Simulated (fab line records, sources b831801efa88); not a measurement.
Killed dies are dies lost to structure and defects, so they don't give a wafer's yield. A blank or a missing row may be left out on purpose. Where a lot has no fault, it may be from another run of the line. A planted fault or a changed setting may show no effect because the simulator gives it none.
Which tool is to blame? ; flow sky130 ; 12 lots with 36 wafers sampled at 5 steps, on a route of 708 steps

## WHAT EACH GAUGE READ, for each wafer
SKY_SONOS_TUNNEL_TW_MEAS_12.
lot;measured;on;SONOS_TUNNEL_TW
L384;day 11 03:42;filmMetro-04;196.0 195.9 196.6
L386;day 11 20:32;filmMetro-04;195.7 196.1 196.2
L387;day 12 04:12;filmMetro-03;197.6 197.1 196.8
L392;day 14 01:17;filmMetro-04;159.0 160.2 160.2 159.7 159.7 159.9
L393;day 14 10:11;filmMetro-02;159.6 160.0 160.2 160.2 160.3 161.1
L400;day 16 08:40;filmMetro-04;195.8 196.9 197.1
L401;day 16 21:28;filmMetro-02;197.2 195.6 195.3
L402;day 17 01:56;filmMetro-04;195.5 197.2 196.8
L404;day 17 21:56;filmMetro-03;196.9 196.9 196.9
L403;day 18 00:17;filmMetro-02;195.7 195.9 196.1
L405;day 18 20:22;filmMetro-04;196.3 196.2 196.8
L406;day 18 22:53;filmMetro-04;196.2 197.4 196.3

SKY_SD_N_TW_MEAS_12.
lot;measured;on;SD_N_TW
L384;day 27 11:44;filmMetro-02;3961 3946 3943
L386;day 28 07:33;filmMetro-02;3975 3969 3971
L387;day 28 15:32;filmMetro-04;3988 3983 4001
L393;day 31 01:28;filmMetro-04;3975 3961 3966
L400;day 32 23:35;filmMetro-04;3953 3968 3963
L401;day 33 11:40;filmMetro-04;3976 3967 3964
L402;day 33 13:26;filmMetro-04;3997 3971 3987
L404;day 34 05:11;filmMetro-01;4044 4028 4047
L403;day 34 15:38;filmMetro-01;4056 4032 4050
L405;day 35 05:46;filmMetro-04;3981 3964 3958
L406;day 35 11:07;filmMetro-02;3928 3902 3932

## TOOL THAT RAN EACH LOT (tool first, then ch and the chambers of the sampled wafers, then the start)
lot;SKY_SONOS_TUNNEL_IMPLANT_09;SKY_LDD_P_STRIP_10;SKY_SD_P_STRIP_10
L384;implanter-01 ch 0, day 11 03:16;plasmaAsher-01 ch 0,1, day 18 12:38;plasmaAsher-02 ch 0,1, day 25 00:48
L386;implanter-04 ch 0, day 11 20:06;plasmaAsher-01 ch 0,1, day 19 12:23;plasmaAsher-03 ch 0,1, day 25 22:08
L387;implanter-02 ch 0, day 12 03:46;plasmaAsher-03 ch 0,1, day 19 21:07;plasmaAsher-02 ch 0,1, day 26 05:51
L392;implanter-01 ch 0, day 14 00:52;-;-
L393;implanter-01 ch 0, day 14 09:48;plasmaAsher-03 ch 0,1, day 22 13:52;plasmaAsher-03 ch 1, day 28 18:29
L400;implanter-04 ch 0, day 16 08:17;plasmaAsher-04 ch 0,1, day 24 14:00;plasmaAsher-02 ch 0,1, day 30 16:44
L401;implanter-01 ch 0, day 16 21:03;plasmaAsher-04 ch 0,1, day 25 04:23;plasmaAsher-02 ch 0,1, day 31 03:51
L402;implanter-04 ch 0, day 17 01:33;plasmaAsher-01 ch 0,1, day 25 07:23;plasmaAsher-04 ch 0,1, day 31 06:56
L404;implanter-04 ch 0, day 17 21:31;plasmaAsher-04 ch 0,1, day 26 02:32;plasmaAsher-03 ch 0,1, day 31 22:57
L403;implanter-01 ch 0, day 17 23:52;plasmaAsher-03 ch 1, day 26 08:59;plasmaAsher-04 ch 0,1, day 32 09:27
L405;implanter-01 ch 0, day 18 19:57;plasmaAsher-04 ch 0,1, day 27 01:39;plasmaAsher-02 ch 0, day 33 01:12
L406;implanter-01 ch 0, day 18 22:28;plasmaAsher-03 ch 0,1, day 27 07:44;plasmaAsher-03 ch 0,1, day 33 06:32
- SKY_SONOS_TUNNEL_IMPLANT_09
- SKY_LDD_P_STRIP_10: strips in O2/N2.
- SKY_SD_P_STRIP_10: strips in O2/N2.

## AS READ BY THE TOOLS THEMSELVES (means over the sampled wafers that have a number; for cases with no such wafer, the mark the record gives instead)
SKY_SONOS_TUNNEL_IMPLANT_09.
lot;tool;doseIonsCm2;faradayCurrentUA
L384;implanter-01;9.9923e+11;5.58
L386;implanter-04;9.9993e+11;5.72
L387;implanter-02;1.0008e+12;5.68
L392;implanter-01;4.7803e+11;2.72
L393;implanter-01;4.7873e+11;2.72
L400;implanter-04;1.0010e+12;5.57
L401;implanter-01;1.0009e+12;5.65
L402;implanter-04;1.0004e+12;5.74
L404;implanter-04;1.0013e+12;5.72
L403;implanter-01;1.0017e+12;5.65
L405;implanter-01;1.0002e+12;5.68
L406;implanter-01;9.9947e+11;5.72

SKY_LDD_P_STRIP_10.
lot;tool;drypumpMotorCurrentA (A);oesProductAu (a.u.);stripTimeToEndpointS (s)
L384;plasmaAsher-01;5.2;0.713;14.19
L386;plasmaAsher-01;5.2;0.717;14.22
L387;plasmaAsher-03;5.4;0.718;14.09
L393;plasmaAsher-03;5.4;0.717;14.26
L400;plasmaAsher-04;5.1;0.719;14.21
L401;plasmaAsher-04;5.0;0.714;14.22
L402;plasmaAsher-01;5.4;0.714;14.20
L404;plasmaAsher-04;5.1;0.715;14.20
L403;plasmaAsher-03;5.3;0.720;14.19
L405;plasmaAsher-04;5.1;0.714;14.14
L406;plasmaAsher-03;5.4;0.718;14.21

SKY_SD_P_STRIP_10.
lot;tool;drypumpMotorCurrentA (A);oesProductAu (a.u.);stripTimeToEndpointS (s)
L384;plasmaAsher-02;6.1;0.616;17.51
L386;plasmaAsher-03;5.4;0.619;17.47
L387;plasmaAsher-02;6.1;0.615;17.49
L393;plasmaAsher-03;5.4;0.624;17.50
L400;plasmaAsher-02;6.3;0.615;17.51
L401;plasmaAsher-02;6.1;0.619;17.53
L402;plasmaAsher-04;5.4;0.615;17.53
L404;plasmaAsher-03;5.4;0.620;17.50
L403;plasmaAsher-04;5.4;0.619;17.49
L405;plasmaAsher-02;6.4;0.617;17.50
L406;plasmaAsher-03;5.4;0.617;17.51

## THE ANSWER, worked out from the rows above alone
Rule: the lots themselves supply what counts as usual. The widest of any qualifying gaps counts: lots, ordered by their means at a reading, are off when they make up no more than a third of the lots, leave a main group of 4 or more, and stand apart from it by 3 or more times the standard deviation of that group's means. A main group is skipped when, at the precision printed for the reading in the tables above, its means are all equal. Also off: a lot with no number at a reading for which 4 or more lots have one. All remaining lots with rows at the step are treated as sound. Order of review: gauges by route order, followed by the tools' own readings, for which a lot's mean as printed above is used. The first step at which some lot is off is used, and at that step the reading that is off furthest; a lot without a number counts as furthest.
Off: L392, L393, at SKY_SONOS_TUNNEL_TW_MEAS_12 (SONOS_TUNNEL_TW). The main group has a mean of 196.4 with a standard deviation of 0.39.
A tool fits if, at a process step before that reading, it ran every lot that is off, and no sound lot after the first of them. The gauges at SKY_SONOS_TUNNEL_TW_MEAS_12 aren't tried: what is off there is off at SKY_SONOS_TUNNEL_IMPLANT_09 too, on other tools, and a gauge's error can't cause that. Not one of the candidates tried fits.

## WHAT THE SIMULATOR HAD PUT IN
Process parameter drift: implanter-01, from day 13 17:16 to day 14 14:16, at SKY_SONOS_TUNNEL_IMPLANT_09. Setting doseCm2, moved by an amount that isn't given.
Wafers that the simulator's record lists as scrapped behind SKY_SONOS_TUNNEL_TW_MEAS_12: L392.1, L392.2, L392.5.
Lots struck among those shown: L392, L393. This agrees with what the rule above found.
